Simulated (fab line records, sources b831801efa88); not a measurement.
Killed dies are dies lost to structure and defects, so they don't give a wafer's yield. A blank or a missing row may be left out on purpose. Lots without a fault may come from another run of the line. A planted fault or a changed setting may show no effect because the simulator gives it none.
Which tool did it? | flow sfq_line | 6 lots, 18 wafers sampled, at 1 step of a route of 325

WHAT THE GAUGES READ, wafer by wafer
SFQ_L0_THK_MEAS_902: measures by xrf.
lot  | measured    | on            | L0_MONX_KI_THK (nm)
L473 | day 1 17:42 | film_metro-01 | 39.7 39.2 39.9
L475 | day 2 03:42 | film_metro-03 | 39.9 39.4 40.4
L477 | day 2 13:43 | film_metro-04 | 39.7 39.3 39.6
L481 | day 3 09:41 | film_metro-01 | 39.5 40.0 40.3
L489 | day 5 01:41 | film_metro-01 | 38.8 39.6 39.4
L494 | day 6 02:42 | film_metro-04 | 39.9 40.2 39.5

WHICH TOOL RAN EACH LOT (tool, then ch and the chambers of the sampled wafers, then the start)
The record holds no process step before these readings.

THE ANSWER, worked out from the rows above alone
Rule: what is usual is taken from the lots themselves. Put in order of their means at a reading, lots are off if they are a third of the lots or fewer, leave a main group of 4 or more, and stand apart from it by a gap of 3 or more times the standard deviation of the main group's means; of several such gaps the widest counts. A main group whose means are all the same, to the digits that the tables above print for the reading, isn't used. A lot without any number at a reading at which 4 lots or more have one is off too. The other lots that the step has rows for count as sound.
No lot is off at any reading shown: from this, nothing can be told.

WHAT THE SIMULATOR HAD PUT IN
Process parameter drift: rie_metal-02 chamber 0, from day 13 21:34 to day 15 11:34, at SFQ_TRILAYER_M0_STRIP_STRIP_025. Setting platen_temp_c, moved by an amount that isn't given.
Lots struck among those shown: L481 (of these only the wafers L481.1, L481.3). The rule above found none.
